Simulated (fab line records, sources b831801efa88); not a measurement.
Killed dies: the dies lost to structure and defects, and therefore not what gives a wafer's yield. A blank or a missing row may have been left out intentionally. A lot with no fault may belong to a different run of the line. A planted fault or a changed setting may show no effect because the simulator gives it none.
Which tool is to blame?	flow gf180mcu	14 lots with 40 wafers sampled at 5 steps, on a route of 602 steps

## WHAT THE GAUGES READ, wafer by wafer
GF_M2_OVL_MEAS_15.
lot	measured	on	M2_OVL (nm)
L733	day 19 04:02	overlay-01	-8 -4 4
L734	day 19 13:56	overlay-02	7 5 6
L736	day 20 10:32	overlay-01	-3 7 12
L737	day 20 17:49	overlay-02	5 11 11
L739	day 21 10:23	overlay-02	4 14 11
L740	day 21 21:43	overlay-01	3 -8 3
L741	day 22 06:53	overlay-02	-2 3 1
L742	day 22 20:41	overlay-02	8 8 13
L745	day 23 20:38	overlay-02	6 5 4
L747	day 24 10:26	overlay-01	3 -3 -2
L748	day 24 17:35	overlay-02	5 -4
L749	day 24 23:29	overlay-01	-7 4
L753	day 26 03:50	overlay-02	8 8 2
L756	day 27 05:41	overlay-01	-2 -1 -6

## WHICH TOOL RAN EACH LOT (tool, then ch and the chambers of the sampled wafers, then the start)
lot	GF_HV_LDD_COAT_26	GF_HV_LDD_STRIP_37	GF_M2_SPUTTER_00	GF_M2_SPUTTER_01
L733	lithoTrack-02 ch 0, day 11 03:15	plasmaAsher-01 ch 0,1, day 11 13:28	pvdSputter-02, day 18 03:50	pvdSputter-02, day 18 03:56
L734	lithoTrack-02 ch 0, day 11 10:52	plasmaAsher-01 ch 0, day 11 21:17	pvdSputter-03, day 18 13:35	pvdSputter-03, day 18 13:41
L736	lithoTrack-03 ch 0, day 12 02:22	plasmaAsher-04 ch 0,1, day 12 12:37	pvdSputter-02, day 19 10:02	pvdSputter-02, day 19 10:08
L737	lithoTrack-03 ch 0, day 12 10:05	plasmaAsher-03 ch 0,1, day 12 20:40	pvdSputter-01, day 19 17:26	pvdSputter-01, day 19 17:32
L739	lithoTrack-02 ch 0, day 12 23:43	plasmaAsher-01 ch 0,1, day 13 10:50	pvdSputter-03, day 20 10:13	pvdSputter-03, day 20 10:19
L740	lithoTrack-02 ch 0, day 13 09:33	plasmaAsher-04 ch 0,1, day 13 20:33	pvdSputter-03, day 20 21:16	pvdSputter-03, day 20 21:22
L741	lithoTrack-01 ch 0, day 13 18:15	plasmaAsher-04 ch 0,1, day 14 05:26	pvdSputter-02, day 21 07:29	pvdSputter-02, day 21 07:35
L742	lithoTrack-03 ch 0, day 14 04:49	plasmaAsher-04 ch 0,1, day 14 16:05	pvdSputter-01, day 21 21:04	pvdSputter-01, day 21 21:10
L745	lithoTrack-03 ch 0, day 15 02:41	plasmaAsher-03 ch 0,1, day 15 14:26	pvdSputter-01, day 22 21:14	pvdSputter-01, day 22 21:20
L747	lithoTrack-01 ch 0, day 15 17:26	plasmaAsher-04 ch 0,1, day 16 05:49	pvdSputter-03, day 23 12:09	pvdSputter-03, day 23 12:15
L748	lithoTrack-02 ch 0, day 15 23:58	plasmaAsher-04 ch 0,1, day 16 12:11	pvdSputter-01, day 23 18:55	pvdSputter-01, day 23 19:01
L749	lithoTrack-02 ch 0, day 16 07:01	plasmaAsher-04 ch 0,1, day 16 19:23	pvdSputter-01, day 24 00:52	pvdSputter-01, day 24 00:58
L753	lithoTrack-03 ch 0, day 17 12:34	plasmaAsher-03 ch 0,1, day 18 01:25	pvdSputter-01, day 25 06:25	pvdSputter-01, day 25 06:31
L756	lithoTrack-01 ch 0, day 18 15:22	plasmaAsher-04 ch 0,1, day 19 04:32	pvdSputter-02, day 26 08:31	pvdSputter-02, day 26 08:37
- GF_HV_LDD_COAT_26: resist thk 1000 nm.
- GF_HV_LDD_STRIP_37: strips in O2/N2.
- GF_M2_SPUTTER_00: material Ti, target thk 37.5 nm, time 150 s.
- GF_M2_SPUTTER_01: material TiN, target thk 30 nm, time 25 s.

## WHAT THE TOOLS THEMSELVES READ (means of the sampled wafers that have a number; where no wafer has one, the mark that the record gives instead)
GF_HV_LDD_STRIP_37.
lot	tool	drypumpMotorCurrentA (A)	heaterPowerW (W)	oesProductAu (a.u.)	stripTimeToEndpointS (s)
L733	plasmaAsher-01	6.6	355	0.717	12.64
L734	plasmaAsher-01	6.7	331	0.718	12.61
L736	plasmaAsher-04	5.5	323	0.712	12.63
L737	plasmaAsher-03	6.0	297	0.715	12.62
L739	plasmaAsher-01	6.4	374	0.714	12.59
L740	plasmaAsher-04	5.7	304	0.718	12.59
L741	plasmaAsher-04	5.6	319	0.715	12.69
L742	plasmaAsher-04	5.6	322	0.712	12.63
L745	plasmaAsher-03	6.0	299	0.717	12.63
L747	plasmaAsher-04	5.7	300	0.715	12.63
L748	plasmaAsher-04	5.7	318	0.714	12.90
L749	plasmaAsher-04	5.7	309	0.715	12.91
L753	plasmaAsher-03	6.0	302	0.719	12.59
L756	plasmaAsher-04	5.6	323	0.720	12.66

GF_M2_SPUTTER_00.
lot	tool	throttleValvePct (%)
L733	pvdSputter-02	29.1
L734	pvdSputter-03	29.0
L736	pvdSputter-02	30.3
L737	pvdSputter-01	30.6
L739	pvdSputter-03	29.8
L740	pvdSputter-03	30.0
L741	pvdSputter-02	30.1
L742	pvdSputter-01	30.2
L745	pvdSputter-01	30.1
L747	pvdSputter-03	29.9
L748	pvdSputter-01	30.4
L749	pvdSputter-01	30.8
L753	pvdSputter-01	30.6
L756	pvdSputter-02	30.3

GF_M2_SPUTTER_01.
lot	tool	throttleValvePct (%)
L733	pvdSputter-02	29.1
L734	pvdSputter-03	29.0
L736	pvdSputter-02	30.4
L737	pvdSputter-01	30.5
L739	pvdSputter-03	29.6
L740	pvdSputter-03	29.9
L741	pvdSputter-02	30.0
L742	pvdSputter-01	30.3
L745	pvdSputter-01	30.3
L747	pvdSputter-03	29.6
L748	pvdSputter-01	30.4
L749	pvdSputter-01	30.7
L753	pvdSputter-01	30.7
L756	pvdSputter-02	30.4

## THE ANSWER, worked out from the rows above alone
Rule: usual is defined by the lots themselves. The widest of any qualifying gaps counts: lots, ordered by their means at a reading, are off when they make up no more than a third of the lots, leave a main group of 4 or more, and stand apart from it by 3 or more times the standard deviation of that group's means. A main group whose means are all the same, to the digits that the tables above print for the reading, isn't used. A lot without any number at a reading at which 4 lots or more have one is off too. The other lots that the step has rows for count as sound. After the gauges, taken in route order, come the tools' own readings; for these a lot's mean is taken, as printed above. At the first step where some lot is off, the reading lying furthest off is the one used; lots without a number count as furthest.
Off at GF_HV_LDD_STRIP_37 (stripTimeToEndpointS): L748, L749. The main group has a mean of 12.63 s with a standard deviation of 0.028.
If a tool, at that step or one of the process steps before it, ran each lot that is off and ran no sound lot following the first of them, it fits. One candidate fits, namely lithoTrack-02 at GF_HV_LDD_COAT_26. Its last sound lot is L740 (day 13 09:33), its first lot that is off L748 (day 15 23:58): a fault that began between those two fits.

## WHAT WAS PUT IN BY THE SIMULATOR
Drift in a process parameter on lithoTrack-02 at GF_HV_LDD_COAT_26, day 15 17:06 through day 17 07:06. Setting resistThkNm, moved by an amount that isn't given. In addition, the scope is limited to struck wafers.
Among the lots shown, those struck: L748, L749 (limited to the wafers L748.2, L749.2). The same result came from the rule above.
